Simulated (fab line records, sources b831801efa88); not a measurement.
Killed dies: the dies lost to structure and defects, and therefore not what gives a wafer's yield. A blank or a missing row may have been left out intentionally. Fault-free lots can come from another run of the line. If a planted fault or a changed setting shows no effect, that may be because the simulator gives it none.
Comparing a struck lot with a sound one || flow gf180mcu || 18 out of 602 route steps
Sound: the wafers L899.2, L899.3, L899.5. Struck: wafers L904.4, L904.6 (left out: L904.1, a lot-mate that was not struck); the cause follows at the end.
For every step that has rows: the tool of each side, followed by ch and its chambers, followed by its first start. Under that, the readings that differ: sound wafers || struck wafers || difference of the means || sigmas: that difference in standard deviations of wafers without a fault.
alike: a reading whose means differ by less than 2 such deviations, as well as words and numbers matching on both sides. not compared: withheld readings; readings where some wafer has no value; bounds like >300 that might hide an equal value; numbers whose values overlap and for which the record gives no deviation.
Wherever a step has rows on one side only, a row that says differs or no value, or a row with sigmas, the two part there. When numbers do not overlap yet have no deviation, they are printed without sigmas and do not part them. A reading that every wafer of one side lacks parts them only if that side has two wafers or more.

first, 3 steps without rows for these wafers: GF_V4_EXPOSE_11 (exposes mask Via4, target cd 260 nm); GF_V4_PEB_12 (peb time 90 s); GF_V4_DEVELOP_13 (develop time 60 s).
GF_V4_CD_MEAS_14: the cd target is 260 nm.
  sound: cd-sem-01 at day 27 00:10; struck: cd-sem-02 at day 28 19:01
  alike: cd-nm
GF_V4_OVL_MEAS_15:
  sound: overlay-01 at day 27 00:16; struck: overlay-01 at day 28 19:08
  alike: V4_OVL
GF_V4_ETCH_16: etches BARC in N2/H2.
  sound on rie-diel-02 ch 0,2, day 27 00:17; struck on rie-diel-02 ch 0,1, day 28 19:10
  alike: bias-w, drypump-motor-current-A, oes-product-au, throttle-valve-pct
GF_V4_ETCH_17: etches SiO2 in C4F8/O2/Ar, stops on TiN, target depth 630 nm.
  sound on rie-diel-02 ch 0,2; struck on rie-diel-02 ch 0,1
  alike: bias-w, oes-product-au
GF_V4_STRIP_18: strips in O2/N2.
  sound on plasma-asher-03 ch 0,1, day 27 00:25; struck on plasma-asher-03 ch 0,1, day 28 19:18
  alike: drypump-motor-current-A, heater-power-w, oes-product-au, platen-temp-c
  not compared: rf-hours-counter-h
then, 2 steps without rows for these wafers: GF_V4_STRIP_19 (strips in post etch residue remover, time 1200 s); GF_V4_CLEAN_20 (cleans in DIW).
GF_V4_SPUTTER_21: material Ti, target thk 15 nm, time 80.02 s.
  sound: pvd-sputter-04 at day 27 00:58; struck: pvd-sputter-01 at day 28 19:56
  alike: chamber-pressure-pa, throttle-valve-pct
then, 1 step without rows for these wafers: GF_V4_SPUTTER_22 (material TiN, target thk 10 nm, time 40 s).
GF_V4_CVD_23: deposits W, target thk 350 nm, time 104.9 s.
  sound on cvd-w-01 ch 1, day 27 01:04; struck on cvd-w-02 ch 0,1, day 28 20:02
{"reading": "heater-power-w (W)", "sound": "724 750 725", "struck": "871 986", "difference": "+196", "sigmas": "+2"}
{"reading": "model.W_of_V4_CVD_23.thk-nm (nm)", "sound": "351.7 349.3 353.6", "struck": "622.3 619.4", "difference": "+269.3", "sigmas": ""}
  not compared: since-wet-clean-h
GF_V4_RS_MEAS_24: measures by four-point-probe.
  sound: film-metro-02 at day 27 01:12; struck: film-metro-03 at day 28 20:09
{"reading": "V4_W_RS (ohm/sq)", "sound": "0.326 0.328 0.324", "struck": "0.183 0.184", "difference": -0.143, "sigmas": -46}
GF_V4_THK_MEAS_25: measures by xrf.
  sound: film-metro-02 at day 27 01:19; struck: film-metro-03 at day 28 20:16
{"reading": "V4_W_THK (nm)", "sound": "340 340 343", "struck": "- -", "difference": "no value on the struck wafers", "sigmas": ""}
GF_V4_CMP_26: polishes, stops on SiO2, t overpolish 15 s, target thk 0 nm.
  sound on cmp-02 ch 1,2,3, day 27 01:22; struck on cmp-02 ch 1,2, day 28 20:25
{"reading": "time-to-endpoint-s (s)", "sound": "84 82 79", "struck": "158 144", "difference": "+69", "sigmas": "+14"}
  alike: motor-current-A
GF_MIM_SPUTTER_00: material Ti, target thk 37.5 nm, time 150 s.
  sound: pvd-sputter-02 at day 27 01:40; struck: pvd-sputter-02 at day 28 20:43
  alike: chamber-pressure-pa, throttle-valve-pct
-- the record jumps here: 4 days lie between the struck wafers' starts before and after (it left off in module MIM and takes up again in module PASSIVATION, whose first step shown is number 602 of the route) --
GF_PASSIVATION_PROBE_99:
  record: rows for the struck wafers here (prober-01, day 32 22:46), none for the sound ones

== WHERE THEY PART ==
Last at GF_PASSIVATION_PROBE_99 as far as this record goes, first at GF_V4_CVD_23.

WHY: what the simulator had put in
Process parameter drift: cvd-w-02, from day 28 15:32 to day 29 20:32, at GF_V4_CVD_23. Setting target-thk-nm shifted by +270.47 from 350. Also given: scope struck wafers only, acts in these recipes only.
